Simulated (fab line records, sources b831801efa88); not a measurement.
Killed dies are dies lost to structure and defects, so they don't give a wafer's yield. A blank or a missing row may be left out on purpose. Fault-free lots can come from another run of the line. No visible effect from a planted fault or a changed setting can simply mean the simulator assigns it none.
Check for tools in common	flow gf180mcu	Sampled: 13 lots, 39 wafers

## THE REASON FOR OPENING IT
GF_HV_LDD_OVL_MEAS_08, reading HV_LDD_OVL: flagged on 2 of 13 lots. Wafers without a fault read -0.2 nm, standard deviation 1.4.
Rule: a lot is flagged when every wafer of it that has a number lies more than 4 standard deviations from that mean, or none has a number. The other lots count as sound.

lot	measured	on	HV_LDD_OVL (nm), wafer by wafer	flag
L256	day 10 00:40	overlay-01	-1.1 -0.3 0.7	
L258	day 10 15:10	overlay-02	-0.2 0.0 1.7	
L259	day 10 21:04	overlay-02	0.0 0.9 1.3	
L261	day 11 14:58	overlay-01	-1.7 -1.0 0.5	
L262	day 11 18:10	overlay-02	-2.3 -0.1 -1.1	
L266	day 12 23:04	overlay-01	212.1 211.7 211.0	FLAGGED
L267	day 13 05:29	overlay-02	206.9 208.0 206.1	FLAGGED
L268	day 13 15:55	overlay-01	1.5 0.6 0.5	
L273	day 15 04:55	overlay-01	-1.3 -0.7 -1.8	
L275	day 16 05:49	overlay-02	0.4 1.0 3.1	
L276	day 16 07:48	overlay-02	0.0 1.0 -0.6	
L277	day 16 20:51	overlay-01	-1.7 -1.1 -1.3	
L279	day 17 02:31	overlay-01	2.1 -1.7 -1.2	
Flagged lots average 209.3 nm: +209.5 nm relative to the usual, that is +99 or more standard deviations.

## EACH LOT AND THE TOOL IT RAN ON
The record keeps 1 process step preceding the reading, out of 602 steps on the route. Each cell gives the tool, then ch followed by the chambers the sampled wafers passed through, then the start.
lot	flag	GF_HV_LDD_EXPOSE_04
L256		ilineStepper-02 ch 0, day 9 15:46
L258		ilineStepper-02 ch 0, day 10 06:11
L259		ilineStepper-02 ch 0, day 10 12:07
L261		ilineStepper-02 ch 0, day 11 05:41
L262		ilineStepper-01 ch 0, day 11 08:50
L266	FLAGGED	ilineStepper-02 ch 0, day 12 13:30
L267	FLAGGED	ilineStepper-02 ch 0, day 12 19:43
L268		ilineStepper-01 ch 0, day 13 05:38
L273		ilineStepper-01 ch 0, day 14 18:01
L275		ilineStepper-01 ch 0, day 15 19:17
L276		ilineStepper-01 ch 0, day 15 20:59
L277		ilineStepper-01 ch 0, day 16 09:58
L279		ilineStepper-01 ch 0, day 16 15:15
These steps, and what they do:
- GF_HV_LDD_EXPOSE_04: exposes mask Nplus LV AREA, target cd 400 nm.
- GF_HV_LDD_OVL_MEAS_08

## FLAGGED OVER TOTAL, TOOL BY TOOL (the gauges that took the reading come last)
step	tool	lots run	flagged	share of the flagged lots	sound lots run after its first flagged lot
GF_HV_LDD_EXPOSE_04	ilineStepper-01	7	0	none	-
GF_HV_LDD_EXPOSE_04	ilineStepper-02	6	2	all	0
GF_HV_LDD_OVL_MEAS_08	overlay-01	7	1	some	4 (L268,L273,L277,L279)
GF_HV_LDD_OVL_MEAS_08	overlay-02	6	1	some	2 (L275,L276)

## WHAT THE TABLE ALLOWS
All flagged lots share 1 row of the table, namely ilineStepper-02 at GF_HV_LDD_EXPOSE_04.
- ilineStepper-02 at GF_HV_LDD_EXPOSE_04: 2 of its 6 lots flagged. Last sound lot L261 at day 11 05:41, first flagged lot L266 at day 12 13:30; a fault beginning in between fits.
ilineStepper-02 at GF_HV_LDD_EXPOSE_04 is the single tool remaining.

## WHAT THE SIMULATOR HAD PUT IN
Scanner matching overlay: ilineStepper-02, from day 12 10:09 on, at GF_HV_LDD_EXPOSE_04. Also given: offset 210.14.
Struck lots among those shown: L266, L267. Same finding as the rule above.
